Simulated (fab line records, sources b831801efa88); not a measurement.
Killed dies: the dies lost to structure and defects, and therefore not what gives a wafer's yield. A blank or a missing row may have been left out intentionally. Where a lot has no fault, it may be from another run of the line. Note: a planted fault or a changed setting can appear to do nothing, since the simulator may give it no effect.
Matching of chambers + flow sfqLine + SFQ_TRILAYER_I6_CMP_CMP_166 on cmp-01 has 3 sister chambers
The step polishes SiO2. 14 wafers are shown with their chamber, then 6 later ones without.

== WAFERS WITH THEIR CHAMBER ==
| wafer  | chamber | motorCurrentA (A) | timeToEndpointS (s) | retainingRingPressureFrac |
|--------|---------|-------------------|---------------------|---------------------------|
| L773.2 | 2       | 10.1              | 204                 | 1.003                     |
| L773.3 | 3       | 10.9              | 210                 | 1.008                     |
| L773.6 | 2       | 9.3               | 211                 | 1.000                     |
| L774.3 | 1       | 8.5               | 210                 | 1.000                     |
| L774.5 | 2       | 10.1              | 229                 | 1.002                     |
| L774.6 | 3       | 10.7              | 229                 | 1.012                     |
| L779.2 | 3       | 10.8              | 224                 | 1.001                     |
| L779.5 | 3       | 11.0              | 230                 | 0.994                     |
| L779.6 | 2       | 9.6               | 218                 | 0.997                     |
| L786.1 | 2       | 9.7               | 218                 | 1.003                     |
| L786.2 | 1       | 9.0               | 218                 | 0.999                     |
| L786.3 | 3       | 10.9              | 228                 | 0.998                     |
| L790.1 | 3       | 10.9              | 215                 | 1.005                     |
| L790.4 | 1       | 8.5               | 223                 | 1.005                     |

SIGNATURES (averages over the wafers above)
| reading                   | chamber 1 | chamber 2 | chamber 3 | scatter within a chamber |
|---------------------------|-----------|-----------|-----------|--------------------------|
| motorCurrentA             | 8.667     | 9.760     | 10.867    | 0.251                    |
| timeToEndpointS           | 217.00    | 216.00    | 222.67    | 8.4                      |
| retainingRingPressureFrac | 1.00133   | 1.00100   | 1.00300   | 0.00492                  |
Rule: for a wafer and a chamber, the distance is found by dividing, reading by reading, the gap between the wafer's reading and the chamber's mean by the reading's scatter, squaring, summing and taking the root. If the next closest chamber is less than 2 further off than the closest, the wafer can't be placed; otherwise it belongs to the closest. The scatter is the square root of a quotient: the sum, over the shown wafers, of each reading's squared deviation from its chamber's mean, divided by wafers minus chambers.

== WAFERS MISSING THEIR CHAMBER ==
| wafer  | motorCurrentA (A) | timeToEndpointS (s) | retainingRingPressureFrac |
|--------|-------------------|---------------------|---------------------------|
| L790.6 | 10.4              | 232                 | 0.994                     |
| L791.1 | 8.5               | 220                 | 1.001                     |
| L791.3 | 10.9              | 221                 | 1.002                     |
| L792.3 | 9.9               | 206                 | 1.002                     |
| L792.4 | 9.2               | 209                 | 1.008                     |
| L792.5 | 8.4               | 214                 | 0.995                     |

== WHICH CHAMBER EACH WENT THROUGH ==
| wafer  | from the rows above     | in truth |
|--------|-------------------------|----------|
| L790.6 | can't be placed: 3 or 2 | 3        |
| L791.1 | 1                       | 1        |
| L791.3 | 3                       | 3        |
| L792.3 | 2                       | 2        |
| L792.4 | can't be placed: 1 or 2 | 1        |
| L792.5 | 1                       | 1        |
Correctly placed: 4 of 6. Unplaceable from these rows: 2, with the true chamber sitting among the candidates in 2. Number placed wrongly: 0.
